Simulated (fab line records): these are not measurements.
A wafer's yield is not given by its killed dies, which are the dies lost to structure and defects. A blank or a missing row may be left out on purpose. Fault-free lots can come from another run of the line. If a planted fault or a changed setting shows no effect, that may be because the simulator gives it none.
2 desks, one fault -- flow sky130 -- every desk sees just its own numbers, and what lay behind them comes last

METROLOGY DESK
Lot by lot, what the gauges showed, no matter which tool ran the lot: averages of those sampled wafers that carry a number. The brackets show how far a lot's mean lies from the usual mean; more than 4 standard deviations puts the lot out of limits, marked OUT.
Columns: A = SONOS_ONO_CVD_04_THK at SKY_SONOS_ONO_THK_MEAS_05, usual 5.69 nm
lot,first seen here,A
L947,day 11 10:07,5.68
L948,day 11 18:02,5.76
L949,day 12 06:23,5.45
L950,day 12 11:07,5.78
L951,day 12 17:23,5.63
L952,day 13 02:29,5.77
L957,day 14 17:44,9.04 (+28) OUT
L964,day 18 23:14,5.69
L966,day 18 23:14,5.68
L965,day 18 23:15,5.55
L967,day 19 00:29,5.74
L969,day 19 00:30,5.85
L968,day 19 00:31,5.87
This desk's finding: out of limits on L957; first on L957, day 14 17:44 (SONOS_ONO_CVD_04_THK at SKY_SONOS_ONO_THK_MEAS_05). In limits: L947, L948, L949, L950, L951, L952, L964, L966, L965, L967, L969, L968.

TOOL OWNER'S DESK, lpcvd-03
The tool's own readings at SKY_SONOS_ONO_CVD_04 (deposits SiO2 from SiH4/N2O, target thk 5.7199 nm): means of the sampled wafers that have a number, for each lot that ran on this tool. The brackets show how far a lot's mean lies from the usual mean; more than 4 standard deviations puts the lot out of limits, marked OUT. 7 of its 9 readings are shown: the first one out of limits and those lying furthest out on some lot.
Columns: A = spike_tc_bottom_C at SKY_SONOS_ONO_CVD_04, usual 917.7 C; B = spike_tc_centre_C at SKY_SONOS_ONO_CVD_04, usual 899.1 C; C = spike_tc_lower_C at SKY_SONOS_ONO_CVD_04, usual 900.3 C; D = spike_tc_top_C at SKY_SONOS_ONO_CVD_04, usual 911.6 C; E = spike_tc_upper_C at SKY_SONOS_ONO_CVD_04, usual 899.9 C; F = susceptor_temp_C at SKY_SONOS_ONO_CVD_04, usual 900.0 C; G = zone_power_bottom_pct at SKY_SONOS_ONO_CVD_04, usual 25.7 %
lot,first seen here,A,B,C,D,E,F,G
L947,day 11 07:19,917.1,899.8,900.8,912.0,899.5,900.1,25.7
L948,day 11 16:09,918.6,899.5,899.8,910.9,898.7,900.3,25.9
L949,day 12 04:31,919.1,898.8,899.2,911.1,899.1,899.3,25.9
L950,day 12 09:14,917.3,899.4,900.7,911.7,899.9,899.7,25.4
L951,day 12 15:31,918.7,898.1,898.8,912.0,899.6,900.3,25.9
L952,day 13 00:35,919.1,898.2,900.8,910.9,899.6,900.4,26.2
L957,day 14 14:55,953.7 (+28) OUT,933.8 (+35) OUT,934.3 (+36) OUT,946.0 (+34) OUT,932.7 (+25) OUT,935.1 (+86) OUT,28.2 (+8.4) OUT
L964,day 18 21:59,918.9,898.9,900.0,911.0,898.8,900.9,25.9
L965,day 18 21:59,917.0,900.0,900.8,912.1,899.7,900.2,25.2
L966,day 18 21:59,918.3,899.5,899.8,910.5,899.0,900.0,25.8
L967,day 18 23:14,917.3,899.4,901.1,911.7,901.2,899.7,25.5
L968,day 18 23:14,918.2,899.8,901.0,911.4,900.8,900.7,25.6
L969,day 18 23:14,916.7,899.1,900.5,910.9,901.2,900.0,25.5
This desk's verdict: out of limits on L957, starting with L957 at day 14 14:55 (spike_tc_bottom_C at SKY_SONOS_ONO_CVD_04). In limits: L947, L948, L949, L950, L951, L952, L964, L965, L966, L967, L968, L969.

BROUGHT TOGETHER
On L957, at day 14 14:55, an alarm was possible from the tool owner's desk.
Metrology desk: alarm possible at day 14 17:44 on L957.
SKY_SONOS_ONO_CVD_04 was run on lpcvd-03 by each of the lots named.

WHAT HAD BEEN PUT IN BY THE SIMULATOR
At SKY_SONOS_ONO_CVD_04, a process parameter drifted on lpcvd-03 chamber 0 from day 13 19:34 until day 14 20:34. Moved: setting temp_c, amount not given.
Lots struck among those shown: L957.
Delay (hours) between the fault's onset and each desk's first out-of-limits reading: 19 at the tool owner's desk, 22 at the metrology desk.
